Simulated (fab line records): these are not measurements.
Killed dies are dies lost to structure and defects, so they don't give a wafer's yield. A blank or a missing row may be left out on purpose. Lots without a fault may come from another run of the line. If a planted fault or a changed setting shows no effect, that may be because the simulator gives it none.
The tool behind it: which one? :: flow gf180mcu :: Sampling: 6 lots, 18 wafers, 2 of 602 route steps

## WHAT THE GAUGES SHOWED, per wafer
GF_VT_IMPLANT_RS_MEAS_49: measures by four-point-probe.
lot: L911
measured: day 7 22:30
on: film metro-02
MVPSD_RS (ohm/sq): 1166 1170 1167

lot: L914
measured: day 8 14:33
on: film metro-01
MVPSD_RS (ohm/sq): 1165 1168 1162

lot: L918
measured: day 9 19:39
on: film metro-02
MVPSD_RS (ohm/sq): 1171 1173 1168

lot: L921
measured: day 10 16:33
on: film metro-02
MVPSD_RS (ohm/sq): 1105 1105 1107 1104 1104 1106

lot: L926
measured: day 11 22:42
on: film metro-02
MVPSD_RS (ohm/sq): 1166 1170 1170

lot: L932
measured: day 13 21:29
on: film metro-03
MVPSD_RS (ohm/sq): 1170 1167 1165

## EACH LOT AND THE TOOL THAT RAN IT (in order: tool; ch and the chambers of the sampled wafers; start)
lot: L911
GF_MVPSD_IMPLANT_09: implanter-04 ch 0, day 5 08:26

lot: L914
GF_MVPSD_IMPLANT_09: implanter-04 ch 0, day 5 21:59

lot: L918
GF_MVPSD_IMPLANT_09: implanter-03 ch 0, day 7 00:38

lot: L921
GF_MVPSD_IMPLANT_09: implanter-03 ch 0, day 7 18:34

lot: L926
GF_MVPSD_IMPLANT_09: implanter-02 ch 0, day 8 22:20

lot: L932
GF_MVPSD_IMPLANT_09: implanter-02 ch 0, day 10 14:16
- GF_MVPSD_IMPLANT_09

## THE ANSWER, worked out from the rows above alone
Rule: usual is defined by the lots themselves. The widest of any qualifying gaps counts: lots, ordered by their means at a reading, are off when they make up no more than a third of the lots, leave a main group of 4 or more, and stand apart from it by 3 or more times the standard deviation of that group's means. Not used: any main group whose means are identical at the precision the tables above print for the reading. Also off: a lot with no number at a reading for which 4 or more lots have one. All remaining lots with rows at the step are treated as sound.
Off: L921, at GF_VT_IMPLANT_RS_MEAS_49 (MVPSD_RS). For the main group the mean is 1168 ohm/sq and the standard deviation 1.8.
A tool fits if, at a process step before that reading, it ran every lot that is off, and no sound lot after the first of them. Those tools and the gauges at GF_VT_IMPLANT_RS_MEAS_49 are tried in the same way. One candidate fits, namely implanter-03 at GF_MVPSD_IMPLANT_09. A fault onset in the window from L918 (day 7 00:38, its last sound lot) to L921 (day 7 18:34, its first lot off) fits.

## WHAT THE SIMULATOR PUT IN
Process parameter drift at GF_MVPSD_IMPLANT_09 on implanter-03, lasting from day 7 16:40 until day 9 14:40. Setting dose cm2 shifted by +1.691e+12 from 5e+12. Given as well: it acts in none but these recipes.
Struck lots among those shown: L921. The rule given above showed the same thing.
